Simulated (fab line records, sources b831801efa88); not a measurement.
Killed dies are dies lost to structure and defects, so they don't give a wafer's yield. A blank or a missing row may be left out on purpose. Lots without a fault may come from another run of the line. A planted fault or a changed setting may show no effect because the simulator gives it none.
Split-lot experiment | flow sfq_line | 5 lots, 23 wafers read, on a route of 325 steps

THE SPLIT
At SFQ_TRILAYER_M8_LITHO_COAT_193 (resist thk 600 nm), the setting resist_thk_nm was moved away from the recipe's 600 nm on 5 of the 23 wafers read, by -2.9% to -2.1%. The other wafers ran this setting at the recipe's value.

The reading is taken at the split's own step.

THE READING
KrF_of_TRILAYER_M8_LITHO_COAT_193.thk_nm (the simulator's own value, which no gauge read), in nm, at SFQ_TRILAYER_M8_LITHO_COAT_193 (resist thk 600 nm). The file gives no usual value for it. The 18 wafers here that ran the recipe average 600.9 nm, standard deviation 1.7 nm.

wafer  | tool, chamber at the split | resist_thk_nm as run, nm | against the recipe | KrF_of_TRILAYER_M8_LITHO_COAT_193.thk_nm, nm | against lot-mates on the recipe
L074.1 | litho_track-02, 0          | 600                      | recipe             | 598.9                                        | -
L074.2 | litho_track-02, 0          | 600                      | recipe             | 601.2                                        | -
L074.5 | litho_track-02, 0          | 600                      | recipe             | 602.1                                        | -
L075.2 | litho_track-03, 0          | 582.9                    | -2.9%              | 584.1                                        | -14.5
L075.3 | litho_track-03, 0          | 582.9                    | -2.9%              | 583.6                                        | -15.0
L075.4 | litho_track-03, 0          | 582.9                    | -2.9%              | 583.1                                        | -15.5
L075.5 | litho_track-03, 0          | 600                      | recipe             | 598.2                                        | -
L075.6 | litho_track-03, 0          | 600                      | recipe             | 599                                          | -
L076.1 | litho_track-02, 0          | 600                      | recipe             | 603.5                                        | -
L076.2 | litho_track-02, 0          | 600                      | recipe             | 602.8                                        | -
L076.3 | litho_track-02, 0          | 600                      | recipe             | 600.6                                        | -
L076.4 | litho_track-02, 0          | 600                      | recipe             | 600.4                                        | -
L076.6 | litho_track-02, 0          | 600                      | recipe             | 602.5                                        | -
L083.1 | litho_track-01, 0          | 600                      | recipe             | 602.8                                        | -
L083.2 | litho_track-01, 0          | 600                      | recipe             | 603.6                                        | -
L083.4 | litho_track-01, 0          | 587.1                    | -2.1%              | 589.2                                        | -13.5
L083.5 | litho_track-01, 0          | 600                      | recipe             | 601.6                                        | -
L083.6 | litho_track-01, 0          | 587.1                    | -2.1%              | 588.6                                        | -14.1
L084.1 | litho_track-02, 0          | 600                      | recipe             | 601.2                                        | -
L084.2 | litho_track-02, 0          | 600                      | recipe             | 600                                          | -
L084.4 | litho_track-02, 0          | 600                      | recipe             | 600                                          | -
L084.3 | litho_track-02, 0          | 600                      | recipe             | 599.5                                        | -
L084.5 | litho_track-02, 0          | 600                      | recipe             | 598.6                                        | -

THE FIT
A straight line over all 23 wafers: KrF_of_TRILAYER_M8_LITHO_COAT_193.thk_nm changes by +5.95 nm for each +1% of resist_thk_nm; r = +0.97; the points scatter about the line by 1.6 nm.
The same after taking each lot's own level away (the mean of its wafers on the recipe; 23 wafers): +5.56 nm for each +1%; r = +0.98; scatter 1.2 nm.
On that fit, the largest move of resist_thk_nm shifts the reading by 16 nm.
The lots' own levels span 598.60 to 602.67 nm, that is 2.4 times the standard deviation above.
So the lot-to-lot level changes the slope little: the two slopes agree.
Check: with one of the wafers moved furthest among these (-2.9%) left out of the fit, the line predicts -16.3 nm for it against its lot-mates. It came out at -14.5 nm against them.

OTHER SPLITS ON THESE WAFERS
These wafers also went through other splits before the reading. Each is held against what the fit with the lots' levels taken away leaves over:
other split on the same wafers                    | wafers away from the commonest value | r with KrF_of_TRILAYER_M8_LITHO_COAT_193.thk_nm (lot level and that fit taken away)
SFQ_TRILAYER_M6_BARC_OPEN_METAL_ETCH_206 bias_w   | 5                                    | +0.07
SFQ_TRILAYER_I6_DEP_PECVD_165 time_s              | 9                                    | -0.14
SFQ_TRILAYER_I6_VIA_LITHO_PEB_172 peb_time_s      | 8                                    | -0.03
SFQ_TRILAYER_M7_DEP_SPUTTER_175 power_w           | 9                                    | +0.13
SFQ_TRILAYER_M7_LITHO_COAT_177 spin_rpm           | 8                                    | +0.05
SFQ_TRILAYER_M7_ETCH_METAL_ETCH_180 icp_w         | 8                                    | +0.00
SFQ_TRILAYER_I7_VIA_LITHO_COAT_192 resist_thk_nm  | 9                                    | -0.04
SFQ_TRILAYER_I7_VIA_BARC_OPEN_VIA_ETCH_260 bias_w | 8                                    | +0.09

THE FILE'S OWN FIT
KrF_of_TRILAYER_M8_LITHO_COAT_193.thk_nm changes by +5.67 nm for each +1% of resist_thk_nm, r = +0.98.
